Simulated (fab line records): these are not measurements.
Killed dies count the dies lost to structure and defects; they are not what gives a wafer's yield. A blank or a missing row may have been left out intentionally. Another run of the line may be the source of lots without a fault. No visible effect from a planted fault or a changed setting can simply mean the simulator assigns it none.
One fault seen from 2 desks -- flow sky130 -- each desk has only its own numbers; what lay behind them comes last

## AT THE METROLOGY DESK
What the gauges read, lot by lot, whatever tool the lot ran on: means of the sampled wafers that have a number. Marked OUT: a lot whose mean sits more than 4 standard deviations from the usual mean, which makes it out of limits; the brackets give that distance.
Columns: A = LDD_N_TW at SKY_LDD_N_TW_MEAS_17, usual 2591; B = LDD_LDN_TW at SKY_LDD_LDN_TW_MEAS_13, usual 1480; C = SPACER_CVD_00_THK at SKY_SPACER_THK_MEAS_01, usual 43.2 nm; D = cd nm at SKY_POLY_CUT_CD_MEAS_08, usual 270.0 nm
lot,first seen here,A,B,C,D
L297,day 17 06:56,2578,1479,42.7,268.7
L298,day 17 17:07,2572,1515,43.1,268.4
L299,day 18 05:41,2629,1479,42.8,269.2
L301,day 19 21:08,2581,1462,43.3,267.3
L303,day 20 05:41,2571,1507,43.7,268.3
L304,day 20 11:04,2584,1488,43.2,269.3
L305,day 20 15:53,2571,1466,43.1,270.8
L306,day 21 07:50,2633,1475,43.5,269.4
L310,day 22 12:12,2640,1470,43.3,270.1
L315,day 24 01:28,2561,1382 (-7.0) OUT,-,-
L317,day 24 21:06,2593,1472,43.7,270.5
L316,day 25 03:52,2587,1351 (-9.2) OUT,-,-
L319,day 26 03:05,2612,1506,43.2,268.6
L320,day 26 03:16,2579,1475,42.8,271.2
Finding of this desk: L315, L316 out of limits, first seen on L315 at day 28 21:58 (LDD_LDN_TW at SKY_LDD_LDN_TW_MEAS_13). L297, L298, L299, L301, L303, L304, L305, L306, L310, L317, L319, L320 stayed within limits.

## TOOL OWNER'S DESK, implanter-01
The tool's own readings at SKY_LDD_LDN_IMPLANT_11: means of the sampled wafers that have a number, for each lot that ran on this tool. Marked OUT: a lot whose mean sits more than 4 standard deviations from the usual mean, which makes it out of limits; the brackets give that distance.
Columns: A = beam energy keV at SKY_LDD_LDN_IMPLANT_11, usual 14.998; B = beam on s at SKY_LDD_LDN_IMPLANT_11, usual 9.99 s; C = faraday current uA at SKY_LDD_LDN_IMPLANT_11, usual 70.6
lot,first seen here,A,B,C
L297,day 22 09:32,14.999,9.80,71.7
L299,day 23 07:42,15.004,9.97,70.9
L305,day 25 17:16,15.001,10.14,69.7
L319,day 30 19:33,14.998,10.02,70.5
L320,day 30 20:26,14.995,10.14,69.6
This desk's finding: nothing out of limits on any of the 5 lots.

## PUT TOGETHER
The metrology desk could have raised an alarm at day 28 21:58, on L315, L316.
The tool owner's desk saw nothing out of limits.
The tool owner's desk has no number on record for L315, L316.
On implanter-01, each named lot ran SKY_LDD_LDN_IMPLANT_11.

## WHAT WAS PUT IN BY THE SIMULATOR
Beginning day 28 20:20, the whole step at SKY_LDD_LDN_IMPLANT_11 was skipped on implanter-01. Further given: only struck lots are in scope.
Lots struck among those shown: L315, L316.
Per desk, hours elapsed from the start of the fault to the first reading out of limits: for the metrology desk, 2.
